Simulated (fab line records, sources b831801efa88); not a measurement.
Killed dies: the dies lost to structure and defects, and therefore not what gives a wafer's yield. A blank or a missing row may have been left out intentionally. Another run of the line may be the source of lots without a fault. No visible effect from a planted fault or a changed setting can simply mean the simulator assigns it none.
Comparing a struck lot with a sound one    flow sky130    16 steps out of a route of 708
Sound: wafers L767.1, L767.2, L767.3. Struck: wafer L758.1 (L758.2, L758.4, from the same lot, were not struck and are left out); the cause is given at the end.
At each step with rows: each side's tool, then ch and its chambers, then its first start. Under that, the readings that differ: sound wafers    struck wafers    difference of the means    sigmas: that difference in standard deviations of wafers without a fault.
alike: a reading whose means differ by less than 2 such deviations, as well as words and numbers matching on both sides. not compared: withheld readings; readings where some wafer has no value; bounds like >300 that might hide an equal value; numbers whose values overlap and for which the record gives no deviation.
A row with sigmas, a row that says differs or no value, or rows on one side alone: a step with any of these is where the two part. When numbers do not overlap yet have no deviation, they are printed without sigmas and do not part them. A reading that every wafer of one side lacks parts them only if that side has two wafers or more.

first, 3 steps without rows for these wafers: SKY_METAL1_EXPOSE_12 (exposes mask MM1, target cd 140 nm); SKY_METAL1_PEB_13; SKY_METAL1_DEVELOP_14 (develop time 60 s).
SKY_METAL1_CD_MEAS_15 targets a cd of 140 nm.
  sound on cdSem-01 at day 39 07:59; struck on cdSem-01 at day 37 07:13
  alike: cdNm
SKY_METAL1_OVL_MEAS_16:
  sound on overlay-01 at day 39 08:06; struck on overlay-02 at day 37 07:20
  alike: METAL1_OVL
SKY_METAL1_DESCUM_17: chemistry O2, time 8 s.
  sound on rieMetal-04 ch 0,1, day 39 08:08; struck on rieMetal-04 ch 0, day 37 07:22
  alike: drypumpMotorCurrentA, oesProductAu
  not compared: rfHoursCounterH
SKY_METAL1_ETCH_18: etches BARC in N2/H2, stops on SiO2, time 45.9 s, target depth 60 nm.
  sound on rieMetal-04 ch 0,1, day 39 08:10; struck on rieMetal-04 ch 0, day 37 07:24
  alike: drypumpMotorCurrentA, h2FlowSccm, oesProductAu, throttleValvePct
  not compared: rfHoursCounterH
SKY_METAL1_METAL_ETCH_19: etches the open film in Cl2/BCl3, stops on SiO2, target depth 360 nm, time 78 s.
  sound on rieMetal-04 ch 0,1, day 39 08:14; struck on rieMetal-04 ch 0, day 37 07:28
  alike: drypumpMotorCurrentA, oesProductAu, throttleValvePct
  not compared: rfHoursCounterH
SKY_METAL1_STRIP_20: strips in O2/N2.
  sound on plasmaAsher-03 ch 0,1, day 39 08:20; struck on plasmaAsher-03 ch 1, day 37 07:33
  alike: drypumpMotorCurrentA, oesProductAu, stripTimeToEndpointS
  not compared: rfHoursCounterH
then, 3 steps without rows for these wafers: SKY_METAL1_STRIP_21 (strips in post etch residue remover, time 1200 s); SKY_METAL1_CLEAN_22 (cleans in IPA, time 180 s); SKY_METAL1_CLEAN_23 (cleans in O3/DIW).
SKY_VIA1_HDPCVD_00: deposits SiO2, target thk 1030 nm, time 171.7 s.
  sound on hdpcvd-01 ch 0,1,2, day 39 08:55; struck on hdpcvd-02 ch 1, day 37 08:11
reading                                  sound           struck  difference  sigmas
model.SiO2_of_VIA1_HDPCVD_00.thkNm (nm)  1025 1015 1013  1345    +327        
SKY_VIA1_THK_MEAS_01:
  sound on filmMetro-01 at day 39 09:02; struck on filmMetro-04 at day 37 08:17
reading               sound           struck  difference  sigmas
VIA1_HDPCVD_THK (nm)  1025 1014 1013  1344    +327        +34
SKY_VIA1_CMP_02: polishes SiO2.
  sound on cmp-01 ch 1,2,3, day 39 09:05; struck on cmp-02 ch 0, day 37 08:21
  alike: motorCurrentA
-- the record jumps here: 12 days lie between the struck wafers' starts before and after (it left off in module VIA1 and takes up again in module PAD_OPEN, whose first step shown is number 708 of the route) --
SKY_PAD_OPEN_PROBE_99:
  sound on prober-01 at day 50 16:02; struck on prober-01 at day 49 04:50
  alike: defectLimitedYield, killed_at_M0_to_M3, killed_at_M4_up, killedAtContacts, killedAtFrontEnd, killedAtOther, killedDies, killedOpen, killedShort, sort_bin_3_pad_short, sort_bin_5_function, sort_bin_6_memory, sortNPass, sortYieldPct

== WHERE THEY PART ==
SKY_VIA1_THK_MEAS_01 only, going by this record. Later steps at which nothing parts them and some readings are alike: SKY_VIA1_CMP_02, SKY_PAD_OPEN_PROBE_99.

WHY: what had been put in by the simulator
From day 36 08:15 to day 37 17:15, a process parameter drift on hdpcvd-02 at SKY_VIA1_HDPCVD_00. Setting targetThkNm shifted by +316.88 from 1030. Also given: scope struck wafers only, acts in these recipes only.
